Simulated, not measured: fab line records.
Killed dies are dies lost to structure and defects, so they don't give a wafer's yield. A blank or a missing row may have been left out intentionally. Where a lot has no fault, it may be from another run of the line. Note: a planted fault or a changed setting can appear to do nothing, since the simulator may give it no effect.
Matching of chambers :: flow sky130 :: hdpcvd-02 running SKY_VIA2_HDPCVD_00: 3 sister chambers
The step deposits SiO2, target thk 1180 nm, time 196.7 s. 6 wafers are shown with their chamber, then 7 later ones without.

WAFERS WITH THEIR CHAMBER
wafer: L628.4
chamber: 1
sih4_flow_sccm (sccm): 60.11

wafer: L629.2
chamber: 2
sih4_flow_sccm (sccm): 59.81

wafer: L629.5
chamber: 0
sih4_flow_sccm (sccm): 60.03

wafer: L630.1
chamber: 2
sih4_flow_sccm (sccm): 60.13

wafer: L630.2
chamber: 0
sih4_flow_sccm (sccm): 60.13

wafer: L630.3
chamber: 1
sih4_flow_sccm (sccm): 59.98

WAFERS WITH NO CHAMBER GIVEN
wafer: L636.3
sih4_flow_sccm (sccm): 59.86

wafer: L636.5
sih4_flow_sccm (sccm): 60.14

wafer: L636.6
sih4_flow_sccm (sccm): 59.90

wafer: L637.1
sih4_flow_sccm (sccm): 59.84

wafer: L637.4
sih4_flow_sccm (sccm): 59.95

wafer: L640.1
sih4_flow_sccm (sccm): 60.18

wafer: L640.2
sih4_flow_sccm (sccm): 59.86

WHICH CHAMBER EACH WENT THROUGH
wafer: L636.3
from the rows above: can't be placed: 2 or 1 or 0
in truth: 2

wafer: L636.5
from the rows above: can't be placed: 0 or 1 or 2
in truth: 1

wafer: L636.6
from the rows above: can't be placed: 2 or 1 or 0
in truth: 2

wafer: L637.1
from the rows above: can't be placed: 2 or 1 or 0
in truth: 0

wafer: L637.4
from the rows above: can't be placed: 2 or 1 or 0
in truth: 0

wafer: L640.1
from the rows above: can't be placed: 0 or 1 or 2
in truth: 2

wafer: L640.2
from the rows above: can't be placed: 2 or 1 or 0
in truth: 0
Correct placement for 0 of the 7. Unplaceable from these rows: 7, with the true chamber sitting among the candidates in 7. Number placed wrongly: 0.
How it was worked out, from the rows above alone: a wafer's distance from a chamber is the root of the sum, over the readings, of the square of ((its reading less the chamber's mean) divided by the reading's scatter). The wafer belongs to the nearest chamber; if the next one is less than 2 further off, it can't be placed. For every chamber, the mean is computed from those of its wafers that are shown. The scatter: take each reading less its chamber's mean, square it, sum over the shown wafers, divide by the number of wafers less the number of chambers, and take the root.
